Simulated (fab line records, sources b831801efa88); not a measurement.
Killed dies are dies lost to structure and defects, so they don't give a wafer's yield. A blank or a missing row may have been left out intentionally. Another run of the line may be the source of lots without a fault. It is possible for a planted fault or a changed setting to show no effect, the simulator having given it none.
A struck lot beside a sound one :: flow gf180mcu :: 13 steps out of a route of 602
Sound: wafers L765.1, L765.4, L765.5. Wafers struck: L780.1, L780.2, L780.5. The cause is given at the end.
For every step that has rows: the tool of each side, followed by ch and its chambers, followed by its first start. Under that, the readings that differ: sound wafers :: struck wafers :: difference of the means :: sigmas: that difference in standard deviations of wafers without a fault.
alike: readings with means less than 2 such deviations apart, plus words and numbers identical on both sides. not compared: withheld readings, readings lacking a value on some wafer, bounds such as >300 that could conceal the same value, and numbers that have no deviation in the record and whose values overlap.
The two part at a step that has a row with sigmas, a row that says differs or no value, or rows on one side only. When numbers do not overlap yet have no deviation, they are printed without sigmas and do not part them. Lack of a reading on every wafer of one side parts them only where that side has two or more wafers.

GF_STI_BOW_MEAS_00:
  struck on film metro-03, day 4 13:00; sound on film metro-01, day 1 10:00
  alike: INCOMING_BOW
then, 1 step without rows for these wafers: GF_STI_OXIDATION_01 (stabilise 600 s, purge 300 s, target thk 10 nm).
GF_STI_THK_MEAS_02:
  struck on film metro-04, day 4 14:45; sound on film metro-04, day 1 12:40
  alike: STI_OXIDATION_THK
then, 1 step without rows for these wafers: GF_STI_CVD_03 (deposits Si3N4 from DCS/NH3, target thk 207.16 nm, time 3551 s).
GF_STI_THK_MEAS_04:
  struck on film metro-03, day 4 16:48; sound on film metro-01, day 1 15:43
reading: STI_CVD_03_THK (nm)
sound: 208.0 210.6 210.1
struck: 205.5 206.8 205.3
difference: -3.7
sigmas: -2
then, 6 steps without rows for these wafers: GF_STI_DEHYDRATE_05 (time 57.14 s); GF_STI_HMDS_06 (prime time 60 s); GF_STI_COAT_07 (resist thk 700 nm); GF_STI_SOFTBAKE_08 (time 60 s); GF_STI_EXPOSE_09 (exposes mask COMP, target cd 220 nm); GF_STI_PEB_10 (peb time 90 s).
GF_STI_DEVELOP_11: develop time 60 s.
  struck on litho track-04, day 5 06:01; sound on litho track-02 ch 0, day 2 03:50
  no value came back on the struck wafers for chill plate temp C (C), develop time s (s); on the sound wafers chill plate temp C (C) reads 23.00 23.05 23.01
reading: model.KrF_of_STI_COAT_07.thk nm (nm)
sound: 681.4 685.5 682.2
struck: 704.7 703.6 701.7
difference: +20.3
sigmas: 
GF_STI_CD_MEAS_12: the cd target is 220 nm.
  struck on cd sem-01, day 5 06:10; sound on cd sem-01, day 2 03:59
reading: cd nm (nm)
sound: 220.2 221.0 219.3
struck: - - -
difference: no value on the struck wafers
sigmas: 

WHERE THEY PART
First at GF_STI_THK_MEAS_04; last, within this record, at GF_STI_CD_MEAS_12.

WHY: what the simulator had put in
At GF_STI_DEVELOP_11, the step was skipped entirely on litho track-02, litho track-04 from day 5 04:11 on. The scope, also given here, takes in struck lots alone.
